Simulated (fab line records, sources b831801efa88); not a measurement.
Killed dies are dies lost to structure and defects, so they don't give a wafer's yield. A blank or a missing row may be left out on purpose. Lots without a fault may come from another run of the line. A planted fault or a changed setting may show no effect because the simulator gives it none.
Which tool did it? | flow sky130 | 12 lots, 36 wafers sampled, at 5 steps of a route of 708

WHAT THE GAUGES READ, wafer by wafer
SKY_SONOS_TUNNEL_TW_MEAS_12.
lot  | measured     | on            | SONOS_TUNNEL_TW
L373 | day 11 17:25 | film_metro-01 | 197.7 197.1 197.9
L374 | day 11 21:59 | film_metro-04 | 198.3 199.1 198.6
L375 | day 12 07:47 | film_metro-01 | 195.7 196.0 195.5
L377 | day 13 04:07 | film_metro-01 | 195.3 196.9 195.5
L380 | day 13 18:50 | film_metro-04 | 199.6 198.2 199.1
L381 | day 14 08:18 | film_metro-02 | 195.6 197.4 196.5
L384 | day 15 08:15 | film_metro-04 | 199.1 198.8 198.5
L386 | day 15 18:19 | film_metro-02 | 140.3 140.7 140.6 140.6 140.1 139.9
L388 | day 16 13:03 | film_metro-02 | 140.1 141.0 141.1 140.8 140.9 140.6
L393 | day 18 09:49 | film_metro-02 | 196.9 196.8 196.8
L395 | day 18 20:37 | film_metro-04 | 199.1 199.2 199.2
L396 | day 19 04:18 | film_metro-04 | 200.5 199.7 199.0

SKY_METAL1_OVL_MEAS_16.
lot  | measured     | on         | METAL1_OVL (nm)
L373 | day 33 03:24 | overlay-01 | 10 5 2
L374 | day 33 09:50 | overlay-01 | 0 1 -9
L375 | day 34 02:51 | overlay-02 | -3 -2 -5
L377 | day 34 18:59 | overlay-01 | -8 5 -2
L380 | day 35 05:50 | overlay-02 | 1 -2 2
L381 | day 35 20:47 | overlay-02 | -6 -5 -6
L384 | day 36 20:07 | overlay-01 | -1 -1 2
L386 | day 37 08:36 | overlay-02 | 2 4 4
L388 | day 37 17:02 | overlay-01 | 5 0 8
L393 | day 39 13:47 | overlay-02 | 0 0 -2
L395 | day 39 17:07 | overlay-02 | -2 -4 -4
L396 | day 39 19:54 | overlay-02 | -5 -8 -3

WHICH TOOL RAN EACH LOT (tool, then ch and the chambers of the sampled wafers, then the start)
lot  | SKY_NWELL_RTA_28                 | SKY_SONOS_TUNNEL_IMPLANT_09     | SKY_CONTACT_SPUTTER_23
L373 | rtp_anneal-01 ch 0, day 5 10:43  | implanter-02 ch 0, day 11 17:01 | pvd_sputter-02, day 31 22:30
L374 | rtp_anneal-02 ch 0, day 5 14:11  | implanter-02 ch 0, day 11 21:36 | pvd_sputter-02, day 32 05:29
L375 | rtp_anneal-02 ch 0, day 5 22:15  | implanter-04 ch 0, day 12 07:22 | pvd_sputter-02, day 32 22:56
L377 | rtp_anneal-01 ch 0, day 6 11:46  | implanter-04 ch 0, day 13 03:43 | pvd_sputter-03, day 33 15:37
L380 | rtp_anneal-02 ch 0, day 7 01:01  | implanter-02 ch 0, day 13 18:20 | pvd_sputter-04, day 34 02:32
L381 | rtp_anneal-02 ch 0, day 7 09:52  | implanter-02 ch 0, day 14 07:50 | pvd_sputter-04, day 34 17:58
L384 | rtp_anneal-02 ch 0, day 8 05:04  | implanter-03 ch 0, day 15 07:52 | pvd_sputter-02, day 35 17:38
L386 | rtp_anneal-02 ch 0, day 8 14:17  | implanter-02 ch 0, day 15 17:56 | pvd_sputter-03, day 36 05:49
L388 | rtp_anneal-01 ch 0, day 9 02:20  | implanter-02 ch 0, day 16 12:37 | pvd_sputter-03, day 36 13:52
L393 | rtp_anneal-02 ch 0, day 10 13:21 | implanter-03 ch 0, day 18 09:25 | pvd_sputter-04, day 38 11:34
L395 | rtp_anneal-01 ch 0, day 10 23:23 | implanter-03 ch 0, day 18 20:14 | pvd_sputter-02, day 38 15:06
L396 | rtp_anneal-02 ch 0, day 11 05:26 | implanter-02 ch 0, day 19 03:53 | pvd_sputter-02, day 38 17:53
- SKY_NWELL_RTA_28: time 30 s.
- SKY_SONOS_TUNNEL_IMPLANT_09
- SKY_CONTACT_SPUTTER_23: material TiN, target thk 20 nm, time 80 s.

WHAT THE TOOLS THEMSELVES READ (means of the sampled wafers that have a number; where no wafer has one, the mark that the record gives instead)
SKY_NWELL_RTA_28.
lot  | tool          | lamp_power_pct (%) | wafer_temp_C_max
L373 | rtp_anneal-01 | 25.31              | 1054.8
L374 | rtp_anneal-02 | 25.33              | 1054.9
L375 | rtp_anneal-02 | 25.24              | 1054.6
L377 | rtp_anneal-01 | 25.32              | 1055.1
L380 | rtp_anneal-02 | 25.30              | 1055.5
L381 | rtp_anneal-02 | 25.33              | 1055.0
L384 | rtp_anneal-02 | 25.32              | 1055.2
L386 | rtp_anneal-02 | 25.32              | 1055.4
L388 | rtp_anneal-01 | 25.30              | 1054.9
L393 | rtp_anneal-02 | 25.27              | 1054.1
L395 | rtp_anneal-01 | 25.29              | 1055.3
L396 | rtp_anneal-02 | 25.35              | 1055.4

SKY_SONOS_TUNNEL_IMPLANT_09.
lot  | tool         | beam_energy_keV | dose_ions_cm2 | faraday_current_uA
L373 | implanter-02 | 20.006          | 1e+12         | 5.59
L374 | implanter-02 | 20.004          | 1e+12         | 5.56
L375 | implanter-04 | 19.998          | 1e+12         | 5.63
L377 | implanter-04 | 20.002          | 1e+12         | 5.64
L380 | implanter-02 | 20.003          | 1e+12         | 5.64
L381 | implanter-02 | 19.996          | 1e+12         | 5.78
L384 | implanter-03 | 20.002          | 1e+12         | 5.53
L386 | implanter-02 | 20.002          | 3e+11         | 1.67
L388 | implanter-02 | 19.998          | 3e+11         | 1.65
L393 | implanter-03 | 20.010          | 1e+12         | 5.56
L395 | implanter-03 | 20.003          | 1e+12         | 5.71
L396 | implanter-02 | 19.997          | 1e+12         | 5.67

SKY_CONTACT_SPUTTER_23.
lot  | tool           | throttle_valve_pct (%)
L373 | pvd_sputter-02 | 29.4
L374 | pvd_sputter-02 | 29.6
L375 | pvd_sputter-02 | 29.6
L377 | pvd_sputter-03 | 29.0
L380 | pvd_sputter-04 | 29.5
L381 | pvd_sputter-04 | 29.4
L384 | pvd_sputter-02 | 29.7
L386 | pvd_sputter-03 | 30.1
L388 | pvd_sputter-03 | 30.2
L393 | pvd_sputter-04 | 29.6
L395 | pvd_sputter-02 | 30.5
L396 | pvd_sputter-02 | 30.4

THE ANSWER, worked out from the rows above alone
Rule: what is usual is taken from the lots themselves. Put in order of their means at a reading, lots are off if they are a third of the lots or fewer, leave a main group of 4 or more, and stand apart from it by a gap of 3 or more times the standard deviation of the main group's means; of several such gaps the widest counts. A main group whose means are all the same, to the digits that the tables above print for the reading, isn't used. A lot without any number at a reading at which 4 lots or more have one is off too. The other lots that the step has rows for count as sound. The gauges are gone through in route order, then the tools' own readings, and for those a lot's mean is taken as printed above. The first step at which some lot is off is used, and at that step the reading that is off furthest; a lot without a number counts as furthest.
Off: L386, L388, at SKY_SONOS_TUNNEL_TW_MEAS_12 (SONOS_TUNNEL_TW). The main group: mean 197.8, standard deviation 1.4.
A tool fits if, at a process step before that reading, it ran every lot that is off, and no sound lot after the first of them. The gauges at SKY_SONOS_TUNNEL_TW_MEAS_12 aren't tried: what is off there is off at SKY_SONOS_TUNNEL_IMPLANT_09 too, on other tools, and a gauge's error can't cause that. None of those tried fits.

WHAT THE SIMULATOR HAD PUT IN
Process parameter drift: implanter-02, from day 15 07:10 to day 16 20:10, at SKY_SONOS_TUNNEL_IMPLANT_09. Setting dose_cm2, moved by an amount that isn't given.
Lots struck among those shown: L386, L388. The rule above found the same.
